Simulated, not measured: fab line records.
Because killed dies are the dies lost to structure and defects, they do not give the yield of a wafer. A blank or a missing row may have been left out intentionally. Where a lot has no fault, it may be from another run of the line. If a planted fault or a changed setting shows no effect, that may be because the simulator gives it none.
Code-filled problem report in 8D (eight disciplines) form | flow gf180mcu | the parts of the form that need people (team, actions taken, sign-off) are left out

1. PROBLEM STATEMENT
At GF_MVSD_SOFTBAKE_03, plateTempC averages 111.57 C over 6 wafers from 2 lots, while fault-free wafers read 110.04 C, standard deviation 0.12. Relative to the usual mean, that is a shift of +13 standard deviations.
Earliest sighting: wafer L465.1 on lithoTrack-01 at day 7 13:59. The record has a number at this step for 42 wafers belonging to 14 lots. The rule behind "out" and "out of limits": a value lying over 4 standard deviations away from the usual mean. The other wafers with a number count as sound.

2. WHAT IT IS, WHAT IT ISN'T
question                    | is                            | is not
which readings at this step | plateTempC, heaterPowerTotalW | -
which lots                  | L465, L468                    | L451, L452, L454, L457, L458, L459, L460, L461, L471, L472, L473, L474
which wafers of those lots  | all that have a number        | -
read on which tools         | lithoTrack-01                 | lithoTrack-03, lithoTrack-04
when                        | from day 7 13:59              | up to then (24 sound wafers); but 12 sound wafers of L471, L472, L473, L474 came after

3. SUSPECTS, AND WHAT RULES EACH OUT
Counting: a tool at a process step up to the reading stays a suspect if it ran every lot that is out and no sound lot after the first of them.
- lithoTrack-01 at GF_MVSD_SOFTBAKE_03: kept. All lots that are out passed through it, beginning with L465 at day 7 13:59, and no sound lot followed; its final sound lot before that point was L458 at day 5 22:23. On those wafers its own readings are out: heaterPowerTotalW, plateTempC.
After counting, what remains is lithoTrack-01 at GF_MVSD_SOFTBAKE_03.

4. THE CAUSE (what the simulator had put in)
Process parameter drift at GF_MVSD_SOFTBAKE_03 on lithoTrack-01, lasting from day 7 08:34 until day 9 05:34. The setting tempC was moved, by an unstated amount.
Counting left only this tool.

5. THE EFFECT CHAIN, in route order
One row per reading whose mean, taken over the struck wafers that have a number, lies over 3 standard deviations from the usual. Readings are gone through only where the record gives a usual standard deviation; hours: the median, over the lots, of the time from a lot's start at the first step in this table giving one to that lot's start at this step; sigmas: the change measured in usual standard deviations.
hours | step                | reading           | usual    | on struck wafers | change | sigmas
0     | GF_MVSD_SOFTBAKE_03 | heaterPowerTotalW | 65.30 W  | 66.57            | +1.27  | +9.8
0     | GF_MVSD_SOFTBAKE_03 | plateTempC        | 110.04 C | 111.57           | +1.53  | +13
Process steps it contains:
- GF_MVSD_SOFTBAKE_03
Later steps that measure or inspect, where all struck wafers having a row at the step show a number for every such reading and not one has moved that far: GF_CONTACT_THK_MEAS_01, GF_CONTACT_BOW_MEAS_05.

6. HOW IT WOULD HAVE BEEN CAUGHT EARLIER
In this record no reading fell out of limits until day 7 13:59, 5 hours after the fault had begun at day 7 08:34.
